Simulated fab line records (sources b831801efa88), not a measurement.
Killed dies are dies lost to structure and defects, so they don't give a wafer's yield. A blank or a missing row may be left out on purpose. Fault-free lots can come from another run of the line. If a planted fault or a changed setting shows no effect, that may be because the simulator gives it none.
What tool caused it? || flow sky130 || 11 lots, 33 wafers sampled, at 3 steps of a route of 708

## WHAT THE GAUGES READ, wafer by wafer
SKY_LDD_HVN_TW_MEAS_10.
{"lot": "L629", "measured": "day 20 01:09", "on": "film_metro-03", "LDD_HVN_TW": "1442 1436 1433"}
{"lot": "L631", "measured": "day 20 18:51", "on": "film_metro-02", "LDD_HVN_TW": "1434 1437 1442"}
{"lot": "L632", "measured": "day 21 16:50", "on": "film_metro-01", "LDD_HVN_TW": "1420 1416 1414"}
{"lot": "L633", "measured": "day 22 01:11", "on": "film_metro-01", "LDD_HVN_TW": "1411 1409 1408"}
{"lot": "L634", "measured": "day 22 16:37", "on": "film_metro-01", "LDD_HVN_TW": "1414 1408 1417"}
{"lot": "L636", "measured": "day 22 22:37", "on": "film_metro-02", "LDD_HVN_TW": "1420 1424 1432"}
{"lot": "L638", "measured": "day 23 17:00", "on": "film_metro-03", "LDD_HVN_TW": "1451 1445 1444"}
{"lot": "L639", "measured": "day 24 07:10", "on": "film_metro-02", "LDD_HVN_TW": "1426 1424 1426"}
{"lot": "L640", "measured": "day 24 07:28", "on": "film_metro-03", "LDD_HVN_TW": "1442 1441 1447"}
{"lot": "L651", "measured": "day 28 06:30", "on": "film_metro-02", "LDD_HVN_TW": "1437 1449 1441"}
{"lot": "L649", "measured": "day 28 08:41", "on": "film_metro-02", "LDD_HVN_TW": "30 30 30 30 30 30"}

## WHAT TOOL EACH LOT RAN ON (gives the tool, then ch and the chambers of the sampled wafers, and finally the start)
{"lot": "L629", "SKY_LDD_P_STRIP_10": "plasma_asher-04 ch 0,1, day 18 18:28", "SKY_LDD_HVN_STRIP_09": "plasma_asher-02 ch 0,1, day 20 01:02"}
{"lot": "L631", "SKY_LDD_P_STRIP_10": "plasma_asher-03 ch 0,1, day 19 11:43", "SKY_LDD_HVN_STRIP_09": "plasma_asher-04 ch 0, day 20 18:45"}
{"lot": "L632", "SKY_LDD_P_STRIP_10": "plasma_asher-04 ch 0,1, day 20 10:49", "SKY_LDD_HVN_STRIP_09": "plasma_asher-04 ch 0,1, day 21 16:44"}
{"lot": "L633", "SKY_LDD_P_STRIP_10": "plasma_asher-04 ch 0,1, day 20 18:10", "SKY_LDD_HVN_STRIP_09": "plasma_asher-03 ch 1, day 22 01:05"}
{"lot": "L634", "SKY_LDD_P_STRIP_10": "plasma_asher-04 ch 0,1, day 21 10:05", "SKY_LDD_HVN_STRIP_09": "plasma_asher-04 ch 0,1, day 22 16:32"}
{"lot": "L636", "SKY_LDD_P_STRIP_10": "plasma_asher-04 ch 0,1, day 21 16:26", "SKY_LDD_HVN_STRIP_09": "plasma_asher-02 ch 0, day 22 22:30"}
{"lot": "L638", "SKY_LDD_P_STRIP_10": "plasma_asher-01 ch 1, day 22 10:49", "SKY_LDD_HVN_STRIP_09": "plasma_asher-04 ch 0,1, day 23 16:54"}
{"lot": "L639", "SKY_LDD_P_STRIP_10": "plasma_asher-03 ch 0,1, day 23 00:31", "SKY_LDD_HVN_STRIP_09": "plasma_asher-02 ch 0,1, day 24 07:03"}
{"lot": "L640", "SKY_LDD_P_STRIP_10": "plasma_asher-01 ch 0,1, day 23 01:21", "SKY_LDD_HVN_STRIP_09": "plasma_asher-03 ch 0,1, day 24 07:23"}
{"lot": "L651", "SKY_LDD_P_STRIP_10": "plasma_asher-03 ch 0,1, day 27 02:04", "SKY_LDD_HVN_STRIP_09": "plasma_asher-02 ch 0,1, day 28 06:24"}
{"lot": "L649", "SKY_LDD_P_STRIP_10": "plasma_asher-01 ch 0,1, day 27 04:04", "SKY_LDD_HVN_STRIP_09": "plasma_asher-04 ch 1, day 28 08:35"}
- SKY_LDD_P_STRIP_10: strips in O2/N2.
- SKY_LDD_HVN_STRIP_09: strips in O2/N2.

## THE ANSWER, worked out from the rows above alone
Rule: what is usual is taken from the lots themselves. Put in order of their means at a reading, lots are off if they are a third of the lots or fewer, leave a main group of 4 or more, and stand apart from it by a gap of 3 or more times the standard deviation of the main group's means; of several such gaps the widest counts. If all means in a main group match to the digits the tables above print for the reading, that group is not used. A lot without any number at a reading at which 4 lots or more have one is off too. The other lots that the step has rows for count as sound.
Off: L649, at SKY_LDD_HVN_TW_MEAS_10 (LDD_HVN_TW). For the main group the mean is 1430 and the standard deviation 13.
A tool fits if, at a process step before that reading, it ran every lot that is off, and no sound lot after the first of them. Gauges at SKY_LDD_HVN_TW_MEAS_10: tried the same way as those tools. Can't be told from this: 3 tools fit, plasma_asher-01 at SKY_LDD_P_STRIP_10, plasma_asher-04 at SKY_LDD_HVN_STRIP_09, film_metro-02 at SKY_LDD_HVN_TW_MEAS_10.

## WHAT THE SIMULATOR HAD PUT IN
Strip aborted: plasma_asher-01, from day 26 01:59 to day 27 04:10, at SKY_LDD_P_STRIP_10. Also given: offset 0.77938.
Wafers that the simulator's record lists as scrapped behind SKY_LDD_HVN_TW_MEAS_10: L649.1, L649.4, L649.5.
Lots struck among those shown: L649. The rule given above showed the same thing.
